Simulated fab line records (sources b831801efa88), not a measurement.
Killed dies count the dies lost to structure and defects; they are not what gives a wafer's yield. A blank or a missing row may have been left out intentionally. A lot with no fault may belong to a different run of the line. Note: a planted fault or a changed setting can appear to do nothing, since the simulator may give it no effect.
fab line records | flow gf180mcu
[record] lots = 5 wafers = 15 lastDay = 33
route steps=602 shown HV_LDD@179
lots with no fault: from the same line, run without faults
startH: hours from the record's first day to the start of the lot's first wafer shown | waitH: time in hours since the lot's previous step | " repeats the value in the row above | L1.1+2: a row that stands for several wafers | - value missing, or start not given | * or withheld: withheld | < > ~ a bound
route shown NAME@n: a module of which the file shows steps, and the number in the route of the first | usual: mean/standard deviation taken from wafers without a fault | same: alike in all rows | chamber/n: place in a boat | sites: readings site by site | _std_site: the standard deviation of these | _edge_site: the outer-site mean with the inner-site mean subtracted | radiusMm: how far each site lies from the wafer's centre | mask NAME#n: copy n | behind: the last tool/chamber to shape the wafer | hold: the reason the lot was held/the length of the hold in hours/how it ended | device: whichever transistor did not switch (one of n, p or np) | end of line: tests of these same wafers at the route's end | a step with no rows: only its recipe | killed: dies that structure and defects cost at the first sort, which is not the same as the wafer's yield | map: the dies of a wafer, with x for killed, . for not killed, _ for no die there
set.NAME: setting as actually run; set.NAME@STEP: the setting as run at that earlier step | model.NAME: the simulator's own value behind a step, which no gauge read
lots seen at some steps along the route; tables by step, rows by wafer
services: a tool's chamber out of use, with start hour (startH, from the record's first day; less than 0 if before it), hours out, and reason
[[steps]]
[step GF_HV_LDD_SOFTBAKE_03]
[recipe] tempC = 90 timeS = 60 resist = NOVOLAK
// columns lot.wafer tool chamber startH waitH
L077.3+4+6 lithoTrack-01 0 226.01 0.1
L082.4+5+6 lithoTrack-03 0 266.87 0.1
L085.1+3+6 lithoTrack-03 0 286.29 0.1
L091.1+2+3 lithoTrack-03 0 344.99 0.1
L093.1+2+4 lithoTrack-03 0 354.74 0.1
[step GF_HV_LDD_EXPOSE_04]
[recipe] maskId = Nplus_LV_AREA targetCdNm = 400 na = 0.6 sourceShape = conventional sigmaOuter = 0.6 doseMj = 140
[usual] reticleTempC = 22.97/0.12
[same] na = 0.6
// columns lot.wafer tool chamber startH waitH mask reticleTempC
L077.3 ilineStepper-01 0 - - Nplus_LV_AREA#0 23.02
L077.4 " 0 " " Nplus_LV_AREA#0 23.02
L077.6 " 0 " " Nplus_LV_AREA#0 23.11
L082.4 ilineStepper-01 0 - - Nplus_LV_AREA#0 23.06
L082.5 " 0 " " Nplus_LV_AREA#0 22.96
L082.6 " 0 " " Nplus_LV_AREA#0 22.92
L085.1 ilineStepper-01 0 - - Nplus_LV_AREA#0 22.97
L085.3 " 0 " " Nplus_LV_AREA#0 22.95
L085.6 " 0 " " Nplus_LV_AREA#0 22.85
L091.1 ilineStepper-01 0 - - Nplus_LV_AREA#0 23.11
L091.2 " 0 " " Nplus_LV_AREA#0 23.06
L091.3 " 0 " " Nplus_LV_AREA#0 23.19
L093.1 ilineStepper-02 0 - - Nplus_LV_AREA#0 23.13
L093.2 " 0 " " Nplus_LV_AREA#0 23.31
L093.4 " 0 " " Nplus_LV_AREA#0 23.19
[step GF_HV_LDD_PEB_05]
[recipe] tempC = withheld timeS = * resist = NOVOLAK
// columns lot.wafer tool chamber startH waitH
L077.3+4+6 lithoTrack-03 0 - -
L082.4+5+6 lithoTrack-01 0 - -
L085.1+3+6 lithoTrack-01 0 - -
L091.1+2+3 lithoTrack-03 0 - -
L093.1+2+4 lithoTrack-02 0 - -
[step GF_HV_LDD_DEVELOP_06]
[recipe] developTimeS = 60 devTempC = 23
// columns lot.wafer tool chamber startH waitH
L077.3+4+6 lithoTrack-03 0 234.94 0.1
L082.4+5+6 lithoTrack-01 0 276.58 0.1
L085.1+3+6 lithoTrack-01 0 296.01 0.1
L091.1+2+3 lithoTrack-03 0 355.64 0.1
L093.1+2+4 lithoTrack-02 0 365.71 0.1
[step GF_HV_LDD_CD_MEAS_07]
[recipe] targetCdNm = 400
[usual] cdNm = 400.2/1.9
// columns lot.wafer tool chamber startH waitH cdNm
L077.3 cdSem-02 - 235.08 0.1 401.1
L077.4 " - " " 401.4
L077.6 " - " " 400.0
L082.4 cdSem-01 - 276.72 0.1 399.8
L082.5 " - " " 399.8
L082.6 " - " " 399.5
L085.1 cdSem-02 - 296.16 0.1 402.5
L085.3 " - " " 397.9
L085.6 " - " " 397.1
L091.1 cdSem-02 - 355.79 0.1 399.4
L091.2 " - " " 402.3
L091.3 " - " " 402.4
L093.1 cdSem-01 - 365.86 0.1 399.0
L093.2 " - " " 396.2
L093.4 " - " " 398.6
[step GF_HV_LDD_OVL_MEAS_08]
[usual] HV_LDD_OVL = -1.1/1.1
// columns lot.wafer tool chamber startH waitH HV_LDD_OVL[nm]
L077.3 overlay-02 - 235.18 0.1 -1.2
L077.4 " - " " -0.4
L077.6 " - " " 0.1
L082.4 overlay-02 - 276.80 0.1 -0.4
L082.5 " - " " -2.6
L082.6 " - " " -2.4
L085.1 overlay-01 - 296.28 0.1 -1.1
L085.3 " - " " -0.6
L085.6 " - " " -2.1
L091.1 overlay-01 - 355.91 0.1 -1.2
L091.2 " - " " -1.4
L091.3 " - " " -1.0
L093.1 overlay-01 - 365.98 0.1 1.7
L093.2 " - " " -0.3
L093.4 " - " " 1.2
[step GF_HV_LDD_IMPLANT_09]
[recipe] species = As energyKev = 40 doseCm2 = 1e+14 tiltDeg = 7
[usual] beamOnS = 10.00/0.2
// columns lot.wafer tool chamber startH waitH beamOnS
L077.3 implanter-04 0 235.25 0.1 10.19
L077.4 " 0 " " 9.87
L077.6 " 0 " " 10.27
L082.4 implanter-04 0 276.89 0.1 10.00
L082.5 " 0 " " 10.22
L082.6 " 0 " " 10.02
L085.1 implanter-04 0 296.31 0.0 9.84
L085.3 " 0 " " 9.92
L085.6 " 0 " " 9.94
L091.1 implanter-04 0 355.95 0.0 10.01
L091.2 " 0 " " 10.12
L091.3 " 0 " " 9.86
L093.1 implanter-03 0 366.01 0.0 10.07
L093.2 " 0 " " 10.22
L093.4 " 0 " " 10.27
[step GF_HV_LDD_STRIP_10]
[recipe] chemistry = O2/N2 powerW = 1400 pressureMtorr = 1500 platenTempC = 250 o2FlowSccm = 3000 n2FlowSccm = 300 overashFraction = 0.5
[usual] chamberPressureMTorr = 1500.1/1.3 drypumpMotorCurrentA = 6.1/0.38 heaterPowerW = 340/30 n2FlowSccm = 300.0/0.86 oesProductAu = 0.716/0.0048 stripTimeToEndpointS = 12.64/0.031
// columns lot.wafer tool chamber startH waitH chamberPressureMTorr drypumpMotorCurrentA heaterPowerW n2FlowSccm oesProductAu rfHoursCounterH stripTimeToEndpointS
L077.3 plasmaAsher-01 0 235.38 0.1 1497.9 6.4 301 298.4 0.725 - 12.64
L077.4 " 1 " " 1502.7 6.1 329 300.2 0.726 - 12.65
L077.6 " 0 " " 1500.7 6.4 297 298.9 0.714 - 12.62
L082.4 plasmaAsher-01 1 277.00 0.1 1501.1 6.1 327 299.9 0.709 - 12.67
L082.5 " 1 " " 1502.7 6.1 334 300.5 0.710 - 12.66
L082.6 " 0 " " 1498.0 6.4 298 299.9 0.721 - 12.67
L085.1 plasmaAsher-03 0 296.46 0.1 1500.2 6.3 348 301.6 0.713 62 12.62
L085.3 " 0 " " 1500.5 6.3 351 299.4 0.712 - 12.65
L085.6 " 0 " " 1498.2 6.3 349 301.1 0.720 - 12.66
L091.1 plasmaAsher-03 1 356.10 0.1 1501.8 5.7 357 300.2 0.720 69 12.72
L091.2 " 0 " " 1499.5 6.4 354 298.7 0.725 69 12.64
L091.3 " 0 " " 1500.9 6.4 346 300.4 0.714 - 12.66
L093.1 plasmaAsher-02 0 366.16 0.1 1500.5 6.5 384 300.5 0.710 26 12.59
L093.2 " 1 " " 1501.4 5.5 296 299.7 0.722 26 12.59
L093.4 " 1 " " 1500.0 5.5 294 298.9 0.716 - 12.59
[step GF_HV_LDD_TW_MEAS_11]
[usual] HV_LDD_TW = 2407/17
// columns lot.wafer tool chamber startH waitH HV_LDD_TW
L077.3 filmMetro-01 - 235.47 0.1 2426
L077.4 " - " " 2419
L077.6 " - " " 2422
L082.4 filmMetro-03 - 277.09 0.1 2428
L082.5 " - " " 2423
L082.6 " - " " 2425
L085.1 filmMetro-03 - 296.56 0.1 2421
L085.3 " - " " 2418
L085.6 " - " " 2431
L091.1 filmMetro-01 - 356.20 0.1 2381
L091.2 " - " " 2374
L091.3 " - " " 2386
L093.1 filmMetro-01 - 366.26 0.1 2419
L093.2 " - " " 2405
L093.4 " - " " 2404
[step GF_HV_LDD_DEHYDRATE_12]
[recipe] tempC = 200 timeS = 60
// columns lot.wafer tool chamber startH waitH
L077.3+4+6 lithoTrack-03 0 243.94 8.5
L082.4+5+6 lithoTrack-01 0 286.43 9.3
L085.1+3+6 lithoTrack-01 0 305.96 9.4
L091.1+2+3 lithoTrack-03 0 366.29 10.1
L093.1+2+4 lithoTrack-03 0 376.79 10.5
[step GF_HV_LDD_HMDS_13]
[recipe] primeTimeS = 60 primeTempC = 120
// columns lot.wafer tool chamber startH waitH
L077.3+4+6 lithoTrack-03 0 244.09 0.1
L082.4+5+6 lithoTrack-01 0 286.58 0.1
L085.1+3+6 lithoTrack-01 0 306.11 0.1
L091.1+2+3 lithoTrack-03 0 366.44 0.1
L093.1+2+4 lithoTrack-03 0 376.94 0.1
[step GF_HV_LDD_COAT_14]
[recipe] resist = NOVOLAK spinRpm = 3000 resistThkNm = 1000
// columns lot.wafer tool chamber startH waitH
L077.3+4+6 lithoTrack-03 0 244.24 0.1
L082.4+5+6 lithoTrack-01 0 286.73 0.1
L085.1+3+6 lithoTrack-01 0 306.26 0.1
L091.1+2+3 lithoTrack-03 0 366.59 0.1
L093.1+2+4 lithoTrack-03 0 377.09 0.1
[step GF_HV_LDD_SOFTBAKE_15]
[recipe] tempC = 90 timeS = 60 resist = NOVOLAK
// columns lot.wafer tool chamber startH waitH
L077.3+4+6 lithoTrack-03 0 244.39 0.1
L082.4+5+6 lithoTrack-01 0 286.88 0.1
L085.1+3+6 lithoTrack-01 0 306.41 0.1
L091.1+2+3 lithoTrack-03 0 366.74 0.1
L093.1+2+4 lithoTrack-03 0 377.24 0.1
[step GF_HV_LDD_EXPOSE_16]
[recipe] maskId = Pplus_LV_AREA targetCdNm = 400 na = 0.6 sourceShape = conventional sigmaOuter = 0.6 doseMj = 140
[usual] reticleTempC = 23.01/0.1
[same] na = 0.6
// columns lot.wafer tool chamber startH waitH mask reticleTempC
L077.3 ilineStepper-02 0 - - Pplus_LV_AREA#0 23.01
L077.4 " 0 " " Pplus_LV_AREA#0 22.95
L077.6 " 0 " " Pplus_LV_AREA#0 22.97
L082.4 ilineStepper-02 0 - - Pplus_LV_AREA#0 23.05
L082.5 " 0 " " Pplus_LV_AREA#0 22.96
L082.6 " 0 " " Pplus_LV_AREA#0 23.08
L085.1 ilineStepper-02 0 - - Pplus_LV_AREA#0 23.04
L085.3 " 0 " " Pplus_LV_AREA#0 22.96
L085.6 " 0 " " Pplus_LV_AREA#0 23.06
L091.1 ilineStepper-01 0 - - Pplus_LV_AREA#0 22.76
L091.2 " 0 " " Pplus_LV_AREA#0 22.93
L091.3 " 0 " " Pplus_LV_AREA#0 22.93
L093.1 ilineStepper-02 0 - - Pplus_LV_AREA#0 23.07
L093.2 " 0 " " Pplus_LV_AREA#0 22.96
L093.4 " 0 " " Pplus_LV_AREA#0 22.92
[step GF_HV_LDD_PEB_17]
[recipe] tempC = withheld timeS = * resist = NOVOLAK
// columns lot.wafer tool chamber startH waitH
L077.3+4+6 lithoTrack-02 0 - -
L082.4+5+6 lithoTrack-02 0 - -
L085.1+3+6 lithoTrack-03 0 - -
L091.1+2+3 lithoTrack-03 0 - -
L093.1+2+4 lithoTrack-02 0 - -
[step GF_HV_LDD_DEVELOP_18]
[recipe] developTimeS = 60 devTempC = 23
// columns lot.wafer tool chamber startH waitH
L077.3+4+6 lithoTrack-02 0 253.86 0.1
L082.4+5+6 lithoTrack-02 0 296.58 0.1
L085.1+3+6 lithoTrack-03 0 316.94 0.1
L091.1+2+3 lithoTrack-03 0 378.29 0.1
L093.1+2+4 lithoTrack-02 0 387.81 0.1
[step GF_HV_LDD_CD_MEAS_19]
[recipe] targetCdNm = 400
[usual] cdNm = 400.4/2.4
// columns lot.wafer tool chamber startH waitH cdNm
L077.3 cdSem-02 - 254.00 0.1 398.7
L077.4 " - " " 402.0
L077.6 " - " " 401.8
L082.4 cdSem-02 - 296.72 0.1 403.4
L082.5 " - " " 403.4
L082.6 " - " " 403.3
L085.1 cdSem-01 - 317.09 0.1 401.1
L085.3 " - " " 397.5
L085.6 " - " " 400.5
L091.1 cdSem-01 - 378.44 0.1 398.3
L091.2 " - " " 398.3
L091.3 " - " " 396.2
L093.1 cdSem-01 - 387.96 0.1 399.0
L093.2 " - " " 400.6
L093.4 " - " " 400.3
[step GF_HV_LDD_OVL_MEAS_20]
[usual] HV_LDD_01_OVL = -1.0/1.7
// columns lot.wafer tool chamber startH waitH HV_LDD_01_OVL[nm]
L077.3 overlay-01 - 254.09 0.1 -2.3
L077.4 " - " " -1.9
L077.6 " - " " -1.1
L082.4 overlay-01 - 296.80 0.1 -2.6
L082.5 " - " " -2.7
L082.6 " - " " -2.7
L085.1 overlay-02 - 317.21 0.1 -3.3
L085.3 " - " " -1.6
L085.6 " - " " -4.2
L091.1 overlay-01 - 378.56 0.1 0.6
L091.2 " - " " 2.4
L091.3 " - " " 3.2
L093.1 overlay-01 - 388.08 0.1 0.0
L093.2 " - " " -0.8
L093.4 " - " " -1.1
[step GF_HV_LDD_IMPLANT_21]
[recipe] species = BF2 energyKev = 25 doseCm2 = 5e+13 tiltDeg = 7
[usual] beamOnS = 10.02/0.21
// columns lot.wafer tool chamber startH waitH beamOnS
L077.3 implanter-02 0 254.17 0.1 10.06
L077.4 " 0 " " 9.92
L077.6 " 0 " " 9.87
L082.4 implanter-02 0 296.89 0.1 10.30
L082.5 " 0 " " 10.02
L082.6 " 0 " " 9.89
L085.1 implanter-04 0 317.25 0.0 10.15
L085.3 " 0 " " 10.06
L085.6 " 0 " " 10.03
L091.1 implanter-02 0 378.60 0.0 10.15
L091.2 " 0 " " 10.11
L091.3 " 0 " " 9.84
L093.1 implanter-02 0 388.11 0.0 9.95
L093.2 " 0 " " 10.33
L093.4 " 0 " " 10.01
[step GF_HV_LDD_STRIP_22]
[recipe] chemistry = O2/N2 powerW = 1400 pressureMtorr = 1500 platenTempC = 250 o2FlowSccm = 3000 n2FlowSccm = 300 overashFraction = 0.5
[usual] chamberPressureMTorr = 1499.9/1.4 drypumpMotorCurrentA = 6.1/0.41 heaterPowerW = 339/33 n2FlowSccm = 300.0/0.9 oesProductAu = 0.716/0.0044 stripTimeToEndpointS = 12.63/0.038
// columns lot.wafer tool chamber startH waitH chamberPressureMTorr drypumpMotorCurrentA heaterPowerW n2FlowSccm oesProductAu rfHoursCounterH stripTimeToEndpointS
L077.3 plasmaAsher-03 1 254.30 0.1 1499.6 5.6 358 299.6 0.712 - 12.61
L077.4 " 0 " " 1499.8 6.4 341 300.7 0.714 - 12.65
L077.6 " 1 " " 1497.4 5.6 361 299.5 0.718 - 12.65
L082.4 plasmaAsher-01 1 297.00 0.1 1498.8 6.1 338 301.3 0.719 - 12.60
L082.5 " 1 " " 1502.5 6.1 337 300.8 0.715 - 12.59
L082.6 " 0 " " 1500.3 6.4 291 300.1 0.708 - 12.62
L085.1 plasmaAsher-02 0 317.40 0.1 1501.9 6.5 373 299.9 0.725 21 12.66
L085.3 " 1 " " 1501.4 5.5 300 301.0 0.717 - 12.67
L085.6 " 0 " " 1500.4 6.5 391 300.8 0.721 - 12.63
L091.1 plasmaAsher-03 1 378.75 0.1 1497.6 5.6 363 300.9 0.708 71 12.66
L091.2 " 0 " " 1498.3 6.3 344 298.9 0.715 71 12.64
L091.3 " 0 " " 1501.7 6.3 344 300.5 0.720 - 12.64
L093.1 plasmaAsher-01 0 388.26 0.1 1500.3 6.4 299 300.1 0.718 77 12.70
L093.2 " 1 " " 1499.5 6.1 330 301.0 0.716 77 12.67
L093.4 " 1 " " 1499.2 6.1 325 301.2 0.711 - 12.66
[step GF_HV_LDD_TW_MEAS_23]
[usual] HV_LDD_2_TW = 1052/6.9
// columns lot.wafer tool chamber startH waitH HV_LDD_2_TW
L077.3 filmMetro-01 - 254.39 0.1 1051
L077.4 " - " " 1051
L077.6 " - " " 1051
L082.4 filmMetro-03 - 297.09 0.1 1057
L082.5 " - " " 1052
L082.6 " - " " 1058
L085.1 filmMetro-03 - 317.50 0.1 1046
L085.3 " - " " 1051
L085.6 " - " " 1054
L091.1 filmMetro-03 - 378.85 0.1 1058
L091.2 " - " " 1061
L091.3 " - " " 1064
L093.1 filmMetro-04 - 388.36 0.1 1044
L093.2 " - " " 1052
L093.4 " - " " 1041
[step GF_HV_LDD_DEHYDRATE_24]
[recipe] tempC = 200 timeS = 60
// columns lot.wafer tool chamber startH waitH
L077.3+4+6 lithoTrack-03 0 263.29 8.9
L082.4+5+6 lithoTrack-02 0 306.58 9.5
L085.1+3+6 lithoTrack-03 0 327.19 9.7
L091.1+2+3 lithoTrack-01 0 389.16 10.3
L093.1+2+4 lithoTrack-01 0 399.01 10.6
[[services]]
// columns tool chamber startH hours kind
implanter-03 - 220.26 2.0 repair
implanter-02 - 225.83 5.0 repair
plasmaAsher-03 - 228.10 5.1 pm
implanter-04 - 249.98 4.7 pm
implanter-02 - 264.35 2.1 repair
plasmaAsher-01 - 288.54 0.9 repair
plasmaAsher-02 - 297.51 0.6 repair
plasmaAsher-02 - 315.76 1.6 repair
implanter-02 - 317.21 6.4 repair
plasmaAsher-02 - 325.43 2.8 pm
ilineStepper-01 - 327.70 1.7 pm
implanter-02 - 328.36 4.1 pm
ilineStepper-02 - 349.77 1.7 pm
implanter-04 - 382.41 4.0 pm
ilineStepper-01 - 382.88 4.1 repair
plasmaAsher-03 - 397.30 0.8 repair
[[key]]
fault none
